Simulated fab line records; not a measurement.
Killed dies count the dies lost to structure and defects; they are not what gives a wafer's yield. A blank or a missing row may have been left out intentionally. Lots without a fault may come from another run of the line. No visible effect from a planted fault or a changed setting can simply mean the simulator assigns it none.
fab line records	flow gf180mcu
[record] lots = 12	wafers = 36	last-day = 34
route steps=602 shown HV_LDD@212 SAB@277 V1@352 M2@362
lots that met no fault: taken from a fault-free run of the same line
start-h: hours from the record's first day to the start of the lot's first wafer shown	wait-h: how many hours have passed since the lot's step before this one	" the same as in the row above	L1.1+2: one row covering several wafers at once	- no value, or no start was given	* or withheld: withheld	< > ~ a bound
route shown NAME@n: names a module that has steps shown in the file, with the first one's number in the route	usual: mean and standard deviation over wafers with no fault	same: alike in all rows	chamber/n: place in a boat	sites: readings site by site	_std_site: how widely they spread, as a standard deviation	_edge_site: outer sites' mean less inner sites'	radius-mm: for every site, how far away it sits from the centre of the wafer	mask NAME#n: copy n	behind: the last tool/chamber to shape the wafer	hold: the reason the lot was held/the length of the hold in hours/how it ended	device: the transistor (n, p or np) that didn't switch	end of line: the same wafers' tests at the end of the route	where a step has no rows: the recipe by itself	killed: not the wafer's yield, but the dies lost to structure and defects at the first sort	map: a wafer's dies, marking killed ones x, the rest . and places with no die _
set.NAME: the setting that was run; set.NAME@STEP: the one run at that earlier step	model.NAME: the simulator's own value behind a step, which no gauge read
the route's steps for a sample of lots (tables are steps, rows are wafers)
services: the hour from which a tool's chamber was out of use, counted from the record's first day as start-h (under 0 if before that day), plus the number of hours and why
[[steps]]
[step GF_HV_LDD_IMPLANT_36]
[recipe] species = P	energy-kev = 60	dose-cm2 = 7.5e+12	tilt-deg = 30	rotation-deg = 270
[usual] dose-ions-cm2 = 7.5e+12/7.5e+09	faraday-current-uA = 42.0/0.83	tilt-deg = 29.997/0.022
lot.wafer	tool	chamber	start-h	wait-h	dose-ions-cm2	faraday-current-uA	tilt-deg
L614.1	implanter-03	0	254.34	0.1	7.499e+12	42.7	29.963
L614.4	"	0	"	"	7.51e+12	40.4	29.959
L614.5	"	0	"	"	7.499e+12	42.3	29.967
L617.3	implanter-03	0	276.87	0.1	7.506e+12	41.7	29.996
L617.5	"	0	"	"	7.508e+12	42.9	29.996
L617.6	"	0	"	"	7.51e+12	42.6	29.968
L618.1	implanter-03	0	286.43	0.1	7.512e+12	43.2	30.020
L618.5	"	0	"	"	7.519e+12	40.5	30.004
L618.6	"	0	"	"	7.51e+12	43.2	30.013
L619.1	implanter-03	0	290.44	0.1	7.511e+12	44.4	29.982
L619.5	"	0	"	"	7.49e+12	41.6	30.007
L619.6	"	0	"	"	7.506e+12	42.6	30.021
L620.1	implanter-04	0	311.64	0.1	7.496e+12	42.5	30.000
L620.2	"	0	"	"	7.501e+12	42.4	30.027
L620.5	"	0	"	"	7.507e+12	43.8	30.003
L624.2	implanter-03	0	339.75	0.1	7.514e+12	42.2	29.987
L624.3	"	0	"	"	7.506e+12	42.0	30.019
L624.5	"	0	"	"	7.509e+12	41.7	29.979
L628.2	implanter-03	0	365.09	0.1	1.0579e+13	59.2	29.951
L628.4	"	0	"	"	1.0572e+13	58.4	29.965
L628.6	"	0	"	"	1.0575e+13	59.6	29.957
L629.1	implanter-03	0	375.74	0.1	1.0563e+13	60.2	29.968
L629.4	"	0	"	"	1.0571e+13	59.1	30.037
L629.6	"	0	"	"	1.0576e+13	58.5	29.961
L631.1	implanter-02	0	390.11	0.1	7.506e+12	42.2	29.991
L631.2	"	0	"	"	7.499e+12	43.3	29.992
L631.4	"	0	"	"	7.506e+12	41.9	29.961
L632.1	implanter-04	0	401.83	0.1	7.504e+12	42.3	30.002
L632.3	"	0	"	"	7.504e+12	42.8	29.987
L632.5	"	0	"	"	7.511e+12	41.7	30.025
L634.1	implanter-02	0	412.37	0.1	7.498e+12	42.7	30.015
L634.2	"	0	"	"	7.498e+12	42.1	29.984
L634.5	"	0	"	"	7.489e+12	41.8	29.993
L637.2	implanter-02	0	432.22	0.1	7.504e+12	44.1	29.964
L637.3	"	0	"	"	7.502e+12	42.3	29.988
L637.4	"	0	"	"	7.497e+12	42.1	29.984
[step GF_HV_LDD_TW_MEAS_38]
[usual] HV_LDD_3_TW = 1438/12
lot.wafer	tool	chamber	start-h	wait-h	HV_LDD_3_TW
L614.1	film-metro-02	-	254.59	0.1	1455
L614.4	"	-	"	"	1451
L614.5	"	-	"	"	1443
L617.3	film-metro-01	-	277.09	0.1	1470
L617.5	"	-	"	"	1456
L617.6	"	-	"	"	1456
L618.1	film-metro-01	-	286.68	0.1	1456
L618.5	"	-	"	"	1455
L618.6	"	-	"	"	1464
L619.1	film-metro-01	-	290.69	0.1	1444
L619.5	"	-	"	"	1440
L619.6	"	-	"	"	1438
L620.1	film-metro-02	-	311.89	0.1	1440
L620.2	"	-	"	"	1440
L620.5	"	-	"	"	1433
L624.2	film-metro-02	-	339.98	0.1	1442
L624.3	"	-	"	"	1448
L624.5	"	-	"	"	1434
L628.2	film-metro-02	-	365.32	0.1	1483
L628.4	"	-	"	"	1480
L628.6	"	-	"	"	1482
L629.1	film-metro-04	-	375.99	0.1	1467
L629.4	"	-	"	"	1470
L629.6	"	-	"	"	1472
L631.1	film-metro-01	-	390.36	0.1	1429
L631.2	"	-	"	"	1434
L631.4	"	-	"	"	1435
L632.1	film-metro-01	-	402.08	0.1	1444
L632.3	"	-	"	"	1434
L632.5	"	-	"	"	1437
L634.1	film-metro-02	-	412.62	0.1	1423
L634.2	"	-	"	"	1408
L634.5	"	-	"	"	1430
L637.2	film-metro-01	-	432.45	0.1	1441
L637.3	"	-	"	"	1439
L637.4	"	-	"	"	1444
[step GF_HV_LDD_RS_MEAS_53]
[recipe] thk-meas-gauge = four-point-probe
[usual] HV_LDD_RS = 418.2/0.85
lot.wafer	tool	chamber	start-h	wait-h	HV_LDD_RS[ohm/sq]
L614.1	film-metro-04	-	274.34	0.1	417.7
L614.4	"	-	"	"	416.3
L614.5	"	-	"	"	417.8
L617.3	film-metro-02	-	296.13	0.1	417.8
L617.5	"	-	"	"	418.5
L617.6	"	-	"	"	418.9
L618.1	film-metro-04	-	306.48	0.1	418.2
L618.5	"	-	"	"	418.3
L618.6	"	-	"	"	418.5
L619.1	film-metro-04	-	310.94	0.1	419.8
L619.5	"	-	"	"	419.0
L619.6	"	-	"	"	419.6
L620.1	film-metro-04	-	332.55	0.1	417.0
L620.2	"	-	"	"	417.4
L620.5	"	-	"	"	417.6
L624.2	film-metro-02	-	362.35	0.1	418.2
L624.3	"	-	"	"	416.9
L624.5	"	-	"	"	419.0
L628.2	film-metro-01	-	388.81	0.1	410.5
L628.4	"	-	"	"	409.9
L628.6	"	-	"	"	409.2
L629.1	film-metro-01	-	399.50	0.1	409.2
L629.4	"	-	"	"	410.5
L629.6	"	-	"	"	409.9
L631.1	film-metro-04	-	414.62	0.1	418.6
L631.2	"	-	"	"	417.9
L631.4	"	-	"	"	419.2
L632.1	film-metro-01	-	426.00	0.1	417.4
L632.3	"	-	"	"	417.5
L632.5	"	-	"	"	418.2
L634.1	film-metro-02	-	436.67	0.1	416.9
L634.2	"	-	"	"	418.4
L634.5	"	-	"	"	418.5
L637.2	film-metro-01	-	457.08	0.1	418.0
L637.3	"	-	"	"	417.5
L637.4	"	-	"	"	417.0
[step GF_SAB_STRIP_13]
[recipe] chemistry = O2/N2	power-w = 1400	pressure-mtorr = 1500	platen-temp-c = 250	o2-flow-sccm = 3000	n2-flow-sccm = 300	overash-fraction = 0.5
[usual] drypump-motor-current-A = 5.6/0.31	heater-power-w = 337/25	oes-product-au = 0.710/0.0044	strip-time-to-endpoint-s = 12.64/0.049
lot.wafer	tool	chamber	start-h	wait-h	drypump-motor-current-A	heater-power-w	oes-product-au	rf-hours-counter-h	strip-time-to-endpoint-s
L614.1	plasma-asher-02	0	338.36	0.0	5.5	343	0.705	74	12.67
L614.4	"	1	"	"	5.8	357	0.710	-	12.65
L614.5	"	1	"	"	5.8	350	0.709	-	12.66
L617.3	plasma-asher-02	1	368.53	0.0	5.8	362	0.720	-	12.56
L617.5	"	1	"	"	5.8	352	0.695	-	12.51
L617.6	"	0	"	"	5.5	329	0.711	-	12.56
L618.1	plasma-asher-02	1	373.93	0.0	5.8	349	0.710	78	12.69
L618.5	"	0	"	"	5.5	345	0.709	-	12.68
L618.6	"	1	"	"	5.8	350	0.707	-	12.71
L619.1	plasma-asher-02	0	379.79	0.0	5.5	339	0.710	79	12.70
L619.5	"	0	"	"	5.5	343	0.706	-	12.70
L619.6	"	1	"	"	5.8	352	0.705	-	12.65
L620.1	plasma-asher-03	0	403.49	0.0	5.7	330	0.712	29	12.68
L620.2	"	1	"	"	5.7	371	0.712	29	12.67
L620.5	"	1	"	"	5.7	371	0.712	-	12.72
L624.2	plasma-asher-02	0	435.11	0.0	5.5	328	0.706	84	12.58
L624.3	"	1	"	"	5.8	348	0.707	-	12.61
L624.5	"	1	"	"	5.8	354	0.707	-	12.62
L628.2	plasma-asher-02	0	463.60	0.0	5.5	340	0.712	87	12.63
L628.4	"	0	"	"	5.5	338	0.703	-	12.64
L628.6	"	1	"	"	5.8	354	0.711	-	12.63
L629.1	plasma-asher-02	0	474.39	0.0	5.5	341	0.709	88	12.60
L629.4	"	0	"	"	5.5	340	0.714	-	12.68
L629.6	"	1	"	"	5.8	346	0.720	-	12.64
L631.1	plasma-asher-02	1	488.53	0.0	5.8	354	0.710	90	12.64
L631.2	"	0	"	"	5.5	334	0.708	90	12.63
L631.4	"	1	"	"	5.8	363	0.715	-	12.63
L632.1	plasma-asher-03	0	502.29	0.0	5.7	332	0.710	39	12.64
L632.3	"	0	"	"	5.7	336	0.708	-	12.66
L632.5	"	1	"	"	5.7	372	0.712	-	12.63
L634.1	plasma-asher-01	0	511.87	0.0	6.2	299	0.709	9	12.68
L634.2	"	1	"	"	4.9	280	0.709	9	12.63
L634.5	"	0	"	"	6.1	314	0.707	-	12.67
L637.2	plasma-asher-01	1	531.54	0.0	4.9	283	0.707	11	12.66
L637.3	"	0	"	"	6.1	308	0.710	-	12.63
L637.4	"	1	"	"	4.9	283	0.709	-	12.64
[step GF_V1_ETCH_17]
[recipe] chemistry = C4F8/O2/Ar	mask-material = KrF	target = SiO2	stop-on = TiN	source-w = 1500	bias-w = 1200	pressure-mtorr = 40	c4f8-flow-sccm = withheld	O2_flow_sccm = 6	Ar_flow_sccm = 300	time-s = withheld	target-depth-a = 6300
[usual] oes-product-au = 0.855/0.0047
lot.wafer	tool	chamber	start-h	wait-h	oes-product-au
L614.1	rie-diel-02	2	-	-	0.856
L614.4	"	1	"	"	0.852
L614.5	"	2	"	"	0.853
L617.3	rie-diel-03	2	-	-	0.858
L617.5	"	0	"	"	0.848
L617.6	"	1	"	"	0.858
L618.1	rie-diel-02	1	-	-	0.856
L618.5	"	0	"	"	0.852
L618.6	"	1	"	"	0.857
L619.1	rie-diel-02	3	-	-	0.853
L619.5	"	2	"	"	0.848
L619.6	"	3	"	"	0.857
L620.1	rie-diel-04	3	-	-	0.855
L620.2	"	2	"	"	0.854
L620.5	"	0	"	"	0.854
L624.2	rie-diel-04	0	-	-	0.854
L624.3	"	3	"	"	0.866
L624.5	"	2	"	"	0.856
L628.2	rie-diel-04	1	-	-	0.857
L628.4	"	2	"	"	0.853
L628.6	"	0	"	"	0.862
L629.1	rie-diel-02	3	-	-	0.852
L629.4	"	0	"	"	0.849
L629.6	"	0	"	"	0.870
L631.1	rie-diel-03	2	-	-	0.854
L631.2	"	0	"	"	0.848
L631.4	"	3	"	"	0.854
L632.1	rie-diel-03	3	-	-	0.852
L632.3	"	2	"	"	0.845
L632.5	"	0	"	"	0.845
L634.1	rie-diel-02	2	-	-	0.854
L634.2	"	3	"	"	0.855
L634.5	"	1	"	"	0.866
L637.2	rie-diel-02	1	-	-	0.857
L637.3	"	3	"	"	0.853
L637.4	"	0	"	"	0.856
[step GF_M2_SPUTTER_00]
[recipe] material = Ti	target-thk-nm = 37.5	arriving-ion-energy-ev = 80	substrate-temp-c = 200	chamber-pressure-pa = 2	power-w = 4000	time-s = 150
[usual] throttle-valve-pct = 30.3/0.73
lot.wafer	tool	chamber	start-h	wait-h	throttle-valve-pct
L614.1	pvd-sputter-04	-	411.69	0.1	30.1
L614.4	"	-	"	"	30.9
L614.5	"	-	"	"	30.6
L617.3	pvd-sputter-04	-	444.50	0.2	30.9
L617.5	"	-	"	"	30.0
L617.6	"	-	"	"	30.5
L618.1	pvd-sputter-01	-	450.85	0.1	30.0
L618.5	"	-	"	"	29.9
L618.6	"	-	"	"	31.5
L619.1	pvd-sputter-01	-	456.19	0.1	29.6
L619.5	"	-	"	"	29.2
L619.6	"	-	"	"	31.8
L620.1	pvd-sputter-02	-	479.93	0.2	28.9
L620.2	"	-	"	"	29.4
L620.5	"	-	"	"	29.2
L624.2	pvd-sputter-04	-	512.14	0.1	30.4
L624.3	"	-	"	"	31.0
L624.5	"	-	"	"	30.9
L628.2	pvd-sputter-04	-	539.68	0.2	31.1
L628.4	"	-	"	"	30.6
L628.6	"	-	"	"	29.6
L629.1	pvd-sputter-01	-	550.08	0.1	29.2
L629.4	"	-	"	"	30.1
L629.6	"	-	"	"	31.6
L631.1	pvd-sputter-04	-	562.98	0.2	29.7
L631.2	"	-	"	"	31.2
L631.4	"	-	"	"	30.6
L632.1	pvd-sputter-04	-	575.28	0.1	29.9
L632.3	"	-	"	"	30.8
L632.5	"	-	"	"	30.3
L634.1	pvd-sputter-02	-	584.66	0.1	29.3
L634.2	"	-	"	"	29.4
L634.5	"	-	"	"	30.3
L637.2	pvd-sputter-04	-	602.42	0.1	30.8
L637.3	"	-	"	"	30.3
L637.4	"	-	"	"	31.2
[[services]]
tool	chamber	start-h	hours	kind
rie-diel-02	1	237.58	4.4	repair
pvd-sputter-01	-	245.72	8.6	repair
rie-diel-02	3	256.97	3.9	repair
rie-diel-03	2	260.04	3.0	repair
rie-diel-04	3	289.35	2.3	repair
implanter-02	-	299.33	6.2	pm
implanter-02	-	307.08	4.4	pm
rie-diel-04	0	315.36	8.3	repair
rie-diel-02	1	321.73	47.8	repair
rie-diel-02	0	330.22	12.2	repair
rie-diel-02	-	342.48	1.4	repair
plasma-asher-02	-	361.33	1.0	repair
implanter-03	-	370.95	4.0	pm
rie-diel-02	-	419.45	2.8	pm
implanter-03	-	434.61	4.1	pm
rie-diel-03	-	436.03	0.1	repair
rie-diel-03	2	436.84	2.1	repair
pvd-sputter-01	-	445.83	1.2	repair
rie-diel-02	0	471.36	13.8	repair
rie-diel-02	0	535.12	5.3	repair
plasma-asher-02	-	575.43	0.5	repair
implanter-03	-	576.96	1.8	repair
plasma-asher-02	-	581.83	12.8	repair
plasma-asher-02	-	594.68	2.8	pm
[[key]]
[first-sign] step = GF_HV_LDD_IMPLANT_36	reading = dose-ions-cm2	direction = up	sigmas = 99+	usual = 7.5e+12	struck = 1.0573e+13
[effect] step = GF_HV_LDD_IMPLANT_36	reading = faraday-current-uA	direction = up	sigmas = 21	usual = 42.0	struck = 59.2
[effect] step = GF_HV_LDD_TW_MEAS_38	reading = HV_LDD_3_TW	direction = up	sigmas = 3.1	usual = 1438	struck = 1476
[effect] step = GF_HV_LDD_RS_MEAS_53	reading = HV_LDD_RS	direction = down	sigmas = 9.8	usual = 418.2	struck = 409.9
met-at GF_HV_LDD_IMPLANT_36
struck-lots L628,L629
tester-left-out L628,L629
not-acting-at GF_SAB_STRIP_13,GF_V1_ETCH_17,GF_M2_SPUTTER_00
onset-between 339.75 365.09
[fault] kind = process-parameter-drift	tool = implanter-03	chamber = -	onset-h = 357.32	steps = GF_HV_LDD_IMPLANT_36	channel = dose-cm2	offset = 3.0684e+12	shape = step	end-h = 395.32	acts-in = these-recipes-only	stated = 7.5e+12
// tester-left-out: of these lots the tester's yield and bins aren't shown, on N5 and GAA mostly nor the transistor test; their killed dies are dies lost to structure and defects alone, not to doping, threshold or leakage, so they don't give the yield
